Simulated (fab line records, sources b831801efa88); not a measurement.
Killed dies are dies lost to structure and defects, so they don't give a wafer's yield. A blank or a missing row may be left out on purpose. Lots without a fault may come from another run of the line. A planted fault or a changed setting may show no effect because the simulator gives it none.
Which tool did it? | flow sky130 | 9 lots, 27 wafers sampled, at 6 steps of a route of 708

WHAT THE GAUGES READ, wafer by wafer
SKY_VT_ADJUST_LVTN_OVL_MEAS_18. Usual: VT_ADJUST_LVTN_01_OVL 0.0 nm, standard deviation 1.3.
lot  | measured     | on         | VT_ADJUST_LVTN_01_OVL (nm) | flag
L443 | day 7 15:07  | overlay-01 | -1.8 -1.7 -1.1             |
L453 | day 10 10:54 | overlay-01 | 2.3 -0.3 -0.7              |
L455 | day 11 01:28 | overlay-02 | -2.1 -1.1 -1.1             |
L458 | day 11 21:36 | overlay-02 | 2.5 2.2 1.3                |
L459 | day 12 04:00 | overlay-01 | -1.2 -1.2 -0.7             |
L460 | day 12 11:22 | overlay-02 | -0.2 1.5 1.6               |
L462 | day 13 01:42 | overlay-01 | -0.1 -0.3 1.6              |
L464 | day 13 17:45 | overlay-01 | -1.9 -0.4 -1.2             |
L466 | day 14 07:33 | overlay-01 | 2.0 2.4 1.5                |

SKY_GATE_OXIDE_TW_MEAS_14. Usual: GATE_OXIDE_TW 224.1, standard deviation 2.5.
lot  | measured     | on            | GATE_OXIDE_TW     | flag
L443 | day 13 16:23 | film_metro-03 | 225.3 225.7 225.3 |
L453 | day 17 07:47 | film_metro-04 | 226.7 227.1 225.5 |
L455 | day 17 22:37 | film_metro-03 | 225.7 223.9 225.0 |
L458 | day 19 02:04 | film_metro-03 | 223.6 224.6 223.7 |
L459 | day 19 07:25 | film_metro-01 | 222.1 220.0 220.4 |
L460 | day 19 18:31 | film_metro-04 | 226.6 226.8 226.6 |
L462 | day 20 17:20 | film_metro-01 | 220.6 220.5 221.3 |
L464 | day 21 11:58 | film_metro-04 | 226.6 225.8 225.8 |
L466 | day 22 05:11 | film_metro-01 | 222.0 221.3 221.8 |

SKY_POLY_GATE_THK_MEAS_21. Usual: POLY_GATE_OXIDATION_THK 3.96 nm, standard deviation 0.071.
lot  | measured     | on            | POLY_GATE_OXIDATION_THK (nm) | flag
L443 | day 16 05:29 | film_metro-03 | 4.02 4.06 4.01               |
L453 | day 20 04:23 | film_metro-02 | 3.95 3.96 3.94               |
L455 | day 20 22:26 | film_metro-02 | 3.95 4.01 3.94               |
L458 | day 22 03:08 | film_metro-02 | 3.97 4.05 3.98               |
L459 | day 22 08:06 | film_metro-04 | 3.99 4.02 3.96               |
L460 | day 22 18:40 | film_metro-04 | 3.80 3.86 3.87               |
L462 | day 23 15:59 | film_metro-03 | 3.89 3.91 3.93               |
L464 | day 24 07:32 | film_metro-03 | 3.98 4.00 4.04               |
L466 | day 25 00:27 | film_metro-04 | 4.09 3.98 3.99               |

SKY_METAL5_RS_MEAS_05: measures by four-point-probe. Usual: METAL5_ALCU_RS 0.0270 ohm/sq, standard deviation 0.00034.
lot  | measured     | on            | METAL5_ALCU_RS (ohm/sq)                   | flag
L443 | day 42 14:04 | film_metro-04 | 0.0269 0.0269 0.0273                      |
L453 | day 45 14:10 | film_metro-03 | 0.0265 0.0269 0.0270 0.0265 0.0269 0.0269 |
L455 | day 46 03:05 | film_metro-03 | 0.0273 0.0271 0.0273                      |
L458 | day 46 23:30 | film_metro-01 | 0.0268 0.0267 0.0266                      |
L459 | day 47 01:36 | film_metro-01 | 0.0269 0.0269 0.0271                      |
L460 | day 47 06:59 | film_metro-04 | 0.0268 0.0269 0.0266                      |
L462 | day 47 20:28 | film_metro-04 | 0.0271 0.0272 0.0270                      |
L464 | day 48 06:43 | film_metro-01 | 0.0267 0.0267 0.0267                      |
L466 | day 48 16:59 | film_metro-01 | 0.0271 0.0274 0.0272                      |

SKY_METAL5_THK_MEAS_06: measures by xrf. Usual: METAL5_ALCU_THK 1166 nm, standard deviation 18.
lot  | measured     | on            | METAL5_ALCU_THK (nm)          | flag
L443 | day 42 14:11 | film_metro-04 | 1159 1162 1144                |
L453 | day 45 22:28 | film_metro-04 | 1039 1183 1173 1034 1176 1180 |
L455 | day 46 03:13 | film_metro-03 | 1134 1144 1133                |
L458 | day 46 23:37 | film_metro-01 | 1172 1173 1187                |
L459 | day 47 01:42 | film_metro-01 | 1168 1164 1164                |
L460 | day 47 07:05 | film_metro-04 | 1176 1178 1188                |
L462 | day 47 20:35 | film_metro-04 | 1173 1169 1176                |
L464 | day 48 06:50 | film_metro-01 | 1171 1181 1183                |
L466 | day 48 17:06 | film_metro-01 | 1152 1147 1155                |

WHICH TOOL RAN EACH LOT (tool, then ch and the chambers of the sampled wafers, then the start)
lot  | SKY_METAL5_SPUTTER_04
L443 | pvd_sputter-01, day 42 14:01
L453 | pvd_sputter-02, day 45 14:07
L455 | pvd_sputter-04, day 46 03:02
L458 | pvd_sputter-01, day 46 23:26
L459 | pvd_sputter-01, day 47 01:31
L460 | pvd_sputter-01, day 47 06:53
L462 | pvd_sputter-04, day 47 20:24
L464 | pvd_sputter-02, day 48 06:40
L466 | pvd_sputter-04, day 48 16:55
- SKY_METAL5_SPUTTER_04: material TiN, target thk 70 nm, time 58.3 s.

WHAT THE TOOLS THEMSELVES READ (means of the sampled wafers that have a number; where no wafer has one, the mark that the record gives instead)
SKY_METAL5_SPUTTER_04. Usual: throttle_valve_pct 30.0 %, standard deviation 0.66.
lot  | tool           | throttle_valve_pct (%) | flag
L443 | pvd_sputter-01 | 29.5                   |
L453 | pvd_sputter-02 | 30.0                   |
L455 | pvd_sputter-04 | 30.9                   |
L458 | pvd_sputter-01 | 30.1                   |
L459 | pvd_sputter-01 | 30.0                   |
L460 | pvd_sputter-01 | 30.1                   |
L462 | pvd_sputter-04 | 31.4                   |
L464 | pvd_sputter-02 | 29.8                   |
L466 | pvd_sputter-04 | 30.9                   |

THE ANSWER, worked out from the rows above alone
Rule: a lot is off if the mean of its wafers that have a number lies more than 3 standard deviations from the usual mean. A lot without any number at a reading at which 4 lots or more have one is off too. The other lots that the step has rows for count as sound. The gauges are gone through in route order, then the tools' own readings, and for those a lot's mean is taken as printed above. The first step at which some lot is off is used, and at that step the reading that is off furthest; a lot without a number counts as furthest.
No lot is off at any reading shown: from this, nothing can be told.

WHAT THE SIMULATOR HAD PUT IN
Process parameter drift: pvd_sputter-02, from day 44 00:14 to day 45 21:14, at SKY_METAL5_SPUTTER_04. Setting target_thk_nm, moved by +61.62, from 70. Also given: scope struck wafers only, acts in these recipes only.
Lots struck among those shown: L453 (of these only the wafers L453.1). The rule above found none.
